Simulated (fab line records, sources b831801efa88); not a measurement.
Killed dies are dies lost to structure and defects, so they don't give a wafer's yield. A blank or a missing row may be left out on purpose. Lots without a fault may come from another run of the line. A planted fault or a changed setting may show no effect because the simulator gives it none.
Which tool did it? | flow gf180mcu | 6 lots, 18 wafers sampled, at 4 steps of a route of 602

WHAT THE GAUGES READ, wafer by wafer
GF_VT_IMPLANT_TW_MEAS_21.
lot  | measured     | on            | VT_IMPLANT_2_TW
L835 | day 6 18:19  | film_metro-03 | 1201 1204 1203
L839 | day 7 23:24  | film_metro-03 | 1212 1206 1210
L843 | day 8 19:43  | film_metro-03 | 1206 1207 1210
L845 | day 9 10:56  | film_metro-03 | 1196 1193 1201
L853 | day 11 16:20 | film_metro-04 | 1228 1221 1222
L855 | day 11 22:53 | film_metro-03 | 1202 1205 1204

WHICH TOOL RAN EACH LOT (tool, then ch and the chambers of the sampled wafers, then the start)
lot  | GF_MVSD_COAT_02                  | GF_MVSD_STRIP_10                    | GF_VT_IMPLANT_STRIP_20
L835 | litho_track-04 ch 0, day 4 14:18 | plasma_asher-01 ch 1, day 4 22:05   | plasma_asher-04 ch 0,1, day 6 18:12
L839 | litho_track-03 ch 0, day 5 16:02 | plasma_asher-01 ch 0,1, day 6 00:03 | plasma_asher-02 ch 0, day 7 23:17
L843 | litho_track-02 ch 0, day 6 11:43 | plasma_asher-04 ch 0,1, day 6 19:56 | plasma_asher-03 ch 0,1, day 8 19:37
L845 | litho_track-02 ch 0, day 7 01:13 | plasma_asher-04 ch 0,1, day 7 09:21 | plasma_asher-04 ch 0,1, day 9 10:50
L853 | litho_track-02 ch 0, day 9 00:18 | plasma_asher-01 ch 0,1, day 9 09:29 | plasma_asher-04 ch 0,1, day 11 16:14
L855 | litho_track-03 ch 0, day 9 06:49 | plasma_asher-02 ch 0,1, day 9 16:34 | plasma_asher-04 ch 0,1, day 11 22:47
- GF_MVSD_COAT_02: resist thk 3000 nm.
- GF_MVSD_STRIP_10: strips in O2/N2.
- GF_VT_IMPLANT_STRIP_20: strips in O2/N2.

THE ANSWER, worked out from the rows above alone
Rule: what is usual is taken from the lots themselves. Put in order of their means at a reading, lots are off if they are a third of the lots or fewer, leave a main group of 4 or more, and stand apart from it by a gap of 3 or more times the standard deviation of the main group's means; of several such gaps the widest counts. A main group whose means are all the same, to the digits that the tables above print for the reading, isn't used. A lot without any number at a reading at which 4 lots or more have one is off too. The other lots that the step has rows for count as sound.
Off: L853, at GF_VT_IMPLANT_TW_MEAS_21 (VT_IMPLANT_2_TW). The main group: mean 1204, standard deviation 4.4.
A tool fits if, at a process step before that reading, it ran every lot that is off, and no sound lot after the first of them. The gauges at GF_VT_IMPLANT_TW_MEAS_21 are tried like those tools. Can't be told from this: 3 tools fit, litho_track-02 at GF_MVSD_COAT_02, plasma_asher-01 at GF_MVSD_STRIP_10, film_metro-04 at GF_VT_IMPLANT_TW_MEAS_21.

WHAT THE SIMULATOR HAD PUT IN
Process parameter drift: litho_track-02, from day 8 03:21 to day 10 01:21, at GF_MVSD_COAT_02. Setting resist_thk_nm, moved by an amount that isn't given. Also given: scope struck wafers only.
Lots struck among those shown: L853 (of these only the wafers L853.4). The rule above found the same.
